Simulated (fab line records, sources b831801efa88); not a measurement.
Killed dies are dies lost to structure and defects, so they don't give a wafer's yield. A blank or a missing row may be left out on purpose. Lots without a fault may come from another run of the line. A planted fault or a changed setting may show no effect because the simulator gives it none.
Which tool did it? | flow sky130 | 12 lots, 36 wafers sampled, at 6 steps of a route of 708

WHAT THE GAUGES READ, wafer by wafer
SKY_FIELD_ISO_THK_MEAS_25. Usual: FIELD_ISO_CVD_24_THK 596 nm, standard deviation 6.2.
lot  | measured    | on            | FIELD_ISO_CVD_24_THK (nm) | flag
L428 | day 2 07:16 | film_metro-02 | 585 579 589               |
L432 | day 3 05:24 | film_metro-02 | 587 578 596               |
L433 | day 3 08:31 | film_metro-04 | 595 603 598               |
L435 | day 3 21:56 | film_metro-03 | 594 600 592               |
L437 | day 4 06:35 | film_metro-04 | 773 599 773               | OFF
L438 | day 4 10:31 | film_metro-02 | 605 599 593               |
L439 | day 4 15:58 | film_metro-02 | 596 778 777               | OFF
L440 | day 4 21:16 | film_metro-03 | 601 599 601               |
L441 | day 5 04:04 | film_metro-04 | 601 590 602               |
L442 | day 5 06:56 | film_metro-04 | 594 601 776               | OFF
L447 | day 6 09:22 | film_metro-04 | 594 600 590               |
L451 | day 7 13:22 | film_metro-03 | 598 599 588               |

SKY_NWELL_TW_MEAS_15. Usual: NWELL_TW 1837, standard deviation 14.
lot  | measured     | on            | NWELL_TW       | flag
L428 | day 4 12:56  | film_metro-03 | 1808 1810 1811 |
L432 | day 5 13:34  | film_metro-04 | 1852 1851 1853 |
L433 | day 5 18:46  | film_metro-04 | 1855 1845 1845 |
L435 | day 6 07:17  | film_metro-01 | 1842 1846 1852 |
L437 | day 6 18:31  | film_metro-04 | 1845 1841 1832 |
L438 | day 6 20:25  | film_metro-01 | 1839 1846 1840 |
L439 | day 7 04:21  | film_metro-03 | 1827 1832 1834 |
L440 | day 7 09:37  | film_metro-01 | 1840 1847 1842 |
L441 | day 7 17:01  | film_metro-04 | 1838 1855 1849 |
L442 | day 7 21:03  | film_metro-01 | 1829 1829 1832 |
L447 | day 9 11:49  | film_metro-01 | 1854 1844 1848 |
L451 | day 10 09:40 | film_metro-03 | 1821 1816 1810 |

SKY_NWELL_OVL_MEAS_23. Usual: NWELL_01_OVL 1.9 nm, standard deviation 1.4.
lot  | measured     | on         | NWELL_01_OVL (nm) | flag
L428 | day 5 05:42  | overlay-01 | 1.2 -0.7 -0.4     |
L432 | day 6 08:08  | overlay-02 | 1.6 0.8 0.6       |
L433 | day 6 12:44  | overlay-02 | -1.4 -0.8 1.3     |
L435 | day 7 00:56  | overlay-02 | 0.8 0.4 2.8       |
L437 | day 7 13:51  | overlay-02 | 0.6 0.3 0.4       |
L438 | day 7 15:36  | overlay-01 | 0.7 0.7 0.3       |
L439 | day 8 00:18  | overlay-01 | 3.0 2.6 3.4       |
L440 | day 8 05:14  | overlay-01 | 2.2 3.0 1.0       |
L441 | day 8 12:39  | overlay-02 | 3.1 3.6 2.7       |
L442 | day 8 17:47  | overlay-01 | 4.0 2.8 3.7       |
L447 | day 10 09:47 | overlay-02 | 1.7 2.6 2.1       |
L451 | day 11 08:32 | overlay-02 | 2.4 2.5 3.8       |

WHICH TOOL RAN EACH LOT (tool, then ch and the chambers of the sampled wafers, then the start)
lot  | SKY_FIELD_ISO_CVD_24            | SKY_FIELD_ISO_CMP_27         | SKY_DNWELL_STRIP_08
L428 | hdpcvd-02 ch 0,2, day 2 07:09   | cmp-02 ch 1,2,3, day 2 08:49 | plasma_asher-03 ch 0,1, day 3 03:08
L432 | hdpcvd-02 ch 0,1, day 3 05:20   | cmp-01 ch 1,2, day 3 06:58   | plasma_asher-01 ch 0,1, day 4 02:22
L433 | hdpcvd-01 ch 2, day 3 08:24     | cmp-02 ch 1,2,3, day 3 11:17 | plasma_asher-01 ch 0,1, day 4 07:11
L435 | hdpcvd-01 ch 0,1,2, day 3 21:51 | cmp-01 ch 0,1,2, day 3 23:33 | plasma_asher-03 ch 0,1, day 4 18:53
L437 | hdpcvd-01 ch 0,1,2, day 4 06:31 | cmp-01 ch 0,1,2, day 4 09:12 | plasma_asher-02 ch 0,1, day 5 04:47
L438 | hdpcvd-02 ch 0,1,2, day 4 10:26 | cmp-01 ch 1,2,3, day 4 12:07 | plasma_asher-03 ch 0,1, day 5 07:32
L439 | hdpcvd-01 ch 0,1,2, day 4 15:54 | cmp-02 ch 0,1, day 4 18:33   | plasma_asher-01 ch 0,1, day 5 15:25
L440 | hdpcvd-02 ch 0,2, day 4 21:12   | cmp-02 ch 1,2, day 4 23:06   | plasma_asher-03 ch 0,1, day 5 20:55
L441 | hdpcvd-02 ch 0,1,2, day 5 03:59 | cmp-01 ch 0,1,2, day 5 05:40 | plasma_asher-02 ch 0,1, day 6 03:05
L442 | hdpcvd-01 ch 0,1,2, day 5 06:52 | cmp-01 ch 0,2,3, day 5 09:55 | plasma_asher-02 ch 0,1, day 6 07:26
L447 | hdpcvd-02 ch 0,1,2, day 6 09:17 | cmp-01 ch 0,2,3, day 6 17:13 | plasma_asher-02 ch 0,1, day 7 17:00
L451 | hdpcvd-02 ch 0,1,2, day 7 13:17 | cmp-01 ch 0,1,2, day 7 14:58 | plasma_asher-01 ch 0, day 8 13:50
- SKY_FIELD_ISO_CVD_24: deposits SiO2, target thk 595 nm, time 99.2 s.
- SKY_FIELD_ISO_CMP_27: polishes, stops on Si3N4, t overpolish 16 s, target thk 457.8 nm.
- SKY_DNWELL_STRIP_08: strips in O2/N2.

WHAT THE TOOLS THEMSELVES READ (means of the sampled wafers that have a number; where no wafer has one, the mark that the record gives instead)
SKY_FIELD_ISO_CMP_27. Usual: motor_current_A 12.9 A, standard deviation 0.93; time_to_endpoint_s 113 s, standard deviation 4.5.
lot  | tool   | motor_current_A (A) | time_to_endpoint_s (s) | flag
L428 | cmp-02 | 12.4                | 113                    |
L432 | cmp-01 | 12.6                | 115                    |
L433 | cmp-02 | 12.7                | 115                    |
L435 | cmp-01 | 13.8                | 110                    |
L437 | cmp-01 | 13.2                | 138                    | OFF
L438 | cmp-01 | 12.8                | 111                    |
L439 | cmp-02 | 12.1                | 137                    | OFF
L440 | cmp-02 | 12.7                | 116                    |
L441 | cmp-01 | 14.0                | 115                    |
L442 | cmp-01 | 12.8                | 129                    | OFF
L447 | cmp-01 | 13.1                | 115                    |
L451 | cmp-01 | 13.1                | 109                    |

SKY_DNWELL_STRIP_08. Usual: drypump_motor_current_A 5.8 A, standard deviation 0.57; oes_product_au 0.723 a.u., standard deviation 0.0048; strip_time_to_endpoint_s 36.89 s, standard deviation 0.083.
lot  | tool            | drypump_motor_current_A (A) | oes_product_au (a.u.) | strip_time_to_endpoint_s (s) | flag
L428 | plasma_asher-03 | 6.0                         | 0.719                 | 37.04                        |
L432 | plasma_asher-01 | 6.4                         | 0.723                 | 36.93                        |
L433 | plasma_asher-01 | 6.4                         | 0.724                 | 36.94                        |
L435 | plasma_asher-03 | 6.1                         | 0.721                 | 36.87                        |
L437 | plasma_asher-02 | 5.3                         | 0.720                 | 36.91                        |
L438 | plasma_asher-03 | 6.1                         | 0.720                 | 36.86                        |
L439 | plasma_asher-01 | 6.4                         | 0.725                 | 36.97                        |
L440 | plasma_asher-03 | 6.0                         | 0.718                 | 36.93                        |
L441 | plasma_asher-02 | 5.1                         | 0.726                 | 36.89                        |
L442 | plasma_asher-02 | 5.1                         | 0.723                 | 36.84                        |
L447 | plasma_asher-02 | 5.3                         | 0.720                 | 36.91                        |
L451 | plasma_asher-01 | 6.4                         | 0.720                 | 36.81                        |

THE ANSWER, worked out from the rows above alone
Rule: a lot is off if the mean of its wafers that have a number lies more than 3 standard deviations from the usual mean. A lot without any number at a reading at which 4 lots or more have one is off too. The other lots that the step has rows for count as sound. The gauges are gone through in route order, then the tools' own readings, and for those a lot's mean is taken as printed above. The first step at which some lot is off is used, and at that step the reading that is off furthest; a lot without a number counts as furthest.
Off: L437, L439, L442, at SKY_FIELD_ISO_THK_MEAS_25 (FIELD_ISO_CVD_24_THK).
A tool fits if, at a process step before that reading, it ran every lot that is off, and no sound lot after the first of them. The gauges at SKY_FIELD_ISO_THK_MEAS_25 aren't tried: what is off there is off at SKY_FIELD_ISO_CMP_27 too, on other tools, and a gauge's error can't cause that. One fits: hdpcvd-01 at SKY_FIELD_ISO_CVD_24. Its last sound lot is L435 (day 3 21:51), its first lot that is off L437 (day 4 06:31): a fault that began between those two fits.

WHAT THE SIMULATOR HAD PUT IN
Process parameter drift: hdpcvd-01, from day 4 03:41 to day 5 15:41, at SKY_FIELD_ISO_CVD_24. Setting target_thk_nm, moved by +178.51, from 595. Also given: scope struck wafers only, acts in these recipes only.
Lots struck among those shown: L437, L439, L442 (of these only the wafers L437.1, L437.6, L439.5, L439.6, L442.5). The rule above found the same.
